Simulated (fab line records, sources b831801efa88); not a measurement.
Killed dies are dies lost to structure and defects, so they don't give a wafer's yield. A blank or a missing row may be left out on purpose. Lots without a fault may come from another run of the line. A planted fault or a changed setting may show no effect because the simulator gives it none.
One fault seen from 2 desks | flow gf180mcu | each desk has only its own numbers; what lay behind them comes last

THE METROLOGY DESK
What the gauges read, lot by lot, whatever tool the lot ran on: means of the sampled wafers that have a number. A lot is out of limits, marked OUT, if its mean lies more than 4 standard deviations from the usual mean; the brackets give that distance.
Columns: A = V2_W_RS at GF_V2_RS_MEAS_24, usual 0.324 ohm/sq; B = V2_W_THK at GF_V2_THK_MEAS_25, usual 356 nm
lot  | first seen here | A     | B
L175 | day 22 13:38    | 0.329 | 354
L176 | day 22 18:41    | 0.330 | 352
L178 | day 23 19:52    | 0.325 | 358
L179 | day 24 02:10    | 0.325 | 351
L180 | day 24 08:27    | 0.319 | 362
L181 | day 24 19:52    | 0.332 | 348
L182 | day 24 21:36    | 0.340 | 338
L183 | day 25 01:34    | 0.332 | 350
L191 | day 27 20:19    | 0.318 | 367
L192 | day 27 21:32    | 0.321 | 360
L193 | day 28 15:23    | 0.319 | 362
This desk's finding: nothing out of limits on any of the 11 lots.

THE TOOL OWNER'S DESK: cvd_w-01
The tool's own readings at GF_V2_CVD_23 (deposits W, target thk 350 nm, time 104.94 s): means of the sampled wafers that have a number, for each lot that ran on this tool. A lot is out of limits, marked OUT, if its mean lies more than 4 standard deviations from the usual mean; the brackets give that distance.
Columns: A = heater_power_w at GF_V2_CVD_23, usual 839 W
lot  | first seen here | A
L178 | day 23 19:40    | 827
L179 | day 24 01:58    | 824
L180 | day 24 08:20    | 830
L181 | day 24 19:46    | 835
L182 | day 24 21:29    | 838
L183 | day 25 01:27    | 829
L191 | day 27 20:11    | 850
L192 | day 27 21:26    | 837
L193 | day 28 15:16    | 842
This desk's finding: nothing out of limits on any of the 9 lots.

PUT TOGETHER
The metrology desk saw nothing out of limits.
The tool owner's desk saw nothing out of limits.

WHAT THE SIMULATOR HAD PUT IN
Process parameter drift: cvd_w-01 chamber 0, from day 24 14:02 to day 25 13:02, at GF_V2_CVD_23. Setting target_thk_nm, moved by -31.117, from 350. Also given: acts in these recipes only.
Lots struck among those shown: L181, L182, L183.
